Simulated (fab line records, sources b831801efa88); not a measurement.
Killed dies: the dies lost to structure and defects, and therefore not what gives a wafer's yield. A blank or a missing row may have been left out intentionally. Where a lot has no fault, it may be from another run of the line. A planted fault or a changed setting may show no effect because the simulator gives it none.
The tool behind it: which one? :: flow sky130 :: 10 lots, 30 wafers sampled, at 4 steps of a route of 708

== WHAT THE GAUGES SHOWED, per wafer ==
SKY_CAPM_RS_MEAS_03: uses a four-point probe to measure.
lot: L374
measured: day 36 21:46
on: film_metro-02
CAPM_TIN_RS (ohm/sq): 6.91 6.94 6.96

lot: L375
measured: day 37 01:10
on: film_metro-04
CAPM_TIN_RS (ohm/sq): 6.89 6.78 6.92

lot: L377
measured: day 37 06:14
on: film_metro-03
CAPM_TIN_RS (ohm/sq): 6.93 6.91 6.85

lot: L382
measured: day 38 19:39
on: film_metro-03
CAPM_TIN_RS (ohm/sq): 7.01 7.07 6.98

lot: L386
measured: day 40 09:05
on: film_metro-02
CAPM_TIN_RS (ohm/sq): 6.82 6.92 6.86

lot: L387
measured: day 40 14:34
on: film_metro-02
CAPM_TIN_RS (ohm/sq): 6.88 6.91 4.86 6.89 6.93 4.86

lot: L388
measured: day 40 17:12
on: film_metro-04
CAPM_TIN_RS (ohm/sq): 4.93 7.09 7.04 4.93 7.08 7.04

lot: L390
measured: day 41 07:58
on: film_metro-03
CAPM_TIN_RS (ohm/sq): 7.02 6.96 6.86

lot: L391
measured: day 41 11:30
on: film_metro-02
CAPM_TIN_RS (ohm/sq): 6.93 6.94 6.98

lot: L396
measured: day 42 18:00
on: film_metro-03
CAPM_TIN_RS (ohm/sq): 6.93 6.96 6.95

== WHAT TOOL EACH LOT RAN ON (gives the tool, then ch and the chambers of the sampled wafers, and finally the start) ==
lot: L374
SKY_METAL2_METAL_ETCH_19: rie_metal-04 ch 0,1, day 35 16:01
SKY_METAL3_SPUTTER_03: pvd_sputter-03, day 36 21:29
SKY_CAPM_SPUTTER_02: pvd_sputter-04, day 36 21:38

lot: L375
SKY_METAL2_METAL_ETCH_19: rie_metal-01 ch 0,1, day 35 19:46
SKY_METAL3_SPUTTER_03: pvd_sputter-02, day 37 00:55
SKY_CAPM_SPUTTER_02: pvd_sputter-03, day 37 01:04

lot: L377
SKY_METAL2_METAL_ETCH_19: rie_metal-02 ch 0,1, day 36 01:01
SKY_METAL3_SPUTTER_03: pvd_sputter-01, day 37 05:59
SKY_CAPM_SPUTTER_02: pvd_sputter-04, day 37 06:08

lot: L382
SKY_METAL2_METAL_ETCH_19: rie_metal-01 ch 0,1, day 37 14:51
SKY_METAL3_SPUTTER_03: pvd_sputter-03, day 38 19:20
SKY_CAPM_SPUTTER_02: pvd_sputter-04, day 38 19:30

lot: L386
SKY_METAL2_METAL_ETCH_19: rie_metal-04 ch 0,1, day 39 05:10
SKY_METAL3_SPUTTER_03: pvd_sputter-03, day 40 08:47
SKY_CAPM_SPUTTER_02: pvd_sputter-04, day 40 08:56

lot: L387
SKY_METAL2_METAL_ETCH_19: rie_metal-01 ch 0,1, day 39 11:07
SKY_METAL3_SPUTTER_03: pvd_sputter-03, day 40 14:19
SKY_CAPM_SPUTTER_02: pvd_sputter-04, day 40 14:28

lot: L388
SKY_METAL2_METAL_ETCH_19: rie_metal-01 ch 0,1, day 39 14:08
SKY_METAL3_SPUTTER_03: pvd_sputter-03, day 40 16:56
SKY_CAPM_SPUTTER_02: pvd_sputter-04, day 40 17:05

lot: L390
SKY_METAL2_METAL_ETCH_19: rie_metal-04 ch 0,1, day 40 04:45
SKY_METAL3_SPUTTER_03: pvd_sputter-03, day 41 07:38
SKY_CAPM_SPUTTER_02: pvd_sputter-03, day 41 07:47

lot: L391
SKY_METAL2_METAL_ETCH_19: rie_metal-04 ch 0, day 40 08:07
SKY_METAL3_SPUTTER_03: pvd_sputter-02, day 41 11:13
SKY_CAPM_SPUTTER_02: pvd_sputter-03, day 41 11:22

lot: L396
SKY_METAL2_METAL_ETCH_19: rie_metal-01 ch 0,1, day 41 15:20
SKY_METAL3_SPUTTER_03: pvd_sputter-03, day 42 17:44
SKY_CAPM_SPUTTER_02: pvd_sputter-02, day 42 17:53
- SKY_METAL2_METAL_ETCH_19: etches the open film in Cl2/BCl3, stops on SiO2, target depth 360 nm, time 78 s.
- SKY_METAL3_SPUTTER_03: material Ti, target thk 5 nm, time 3.3 s.
- SKY_CAPM_SPUTTER_02: material TiN, target thk 200 nm, time 166.7 s.

== THE ANSWER, worked out from the rows above alone ==
Rule: usual is defined by the lots themselves. The widest of any qualifying gaps counts: lots, ordered by their means at a reading, are off when they make up no more than a third of the lots, leave a main group of 4 or more, and stand apart from it by 3 or more times the standard deviation of that group's means. If all means in a main group match to the digits the tables above print for the reading, that group is not used. A lot without any number at a reading at which 4 lots or more have one is off too. The other lots that the step has rows for count as sound.
Off: L387, L388, at SKY_CAPM_RS_MEAS_03 (CAPM_TIN_RS). The main group has a mean of 6.93 ohm/sq with a standard deviation of 0.048.
A tool fits if, at a process step before that reading, it ran every lot that is off, and no sound lot after the first of them. The gauges at SKY_CAPM_RS_MEAS_03 are tried like those tools. One fits: pvd_sputter-04 at SKY_CAPM_SPUTTER_02. A fault onset in the window from L386 (day 40 08:56, its last sound lot) to L387 (day 40 14:28, its first lot off) fits.

== WHAT HAD BEEN PUT IN BY THE SIMULATOR ==
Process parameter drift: pvd_sputter-04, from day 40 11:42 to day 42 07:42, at SKY_CAPM_SPUTTER_02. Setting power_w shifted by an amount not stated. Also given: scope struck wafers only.
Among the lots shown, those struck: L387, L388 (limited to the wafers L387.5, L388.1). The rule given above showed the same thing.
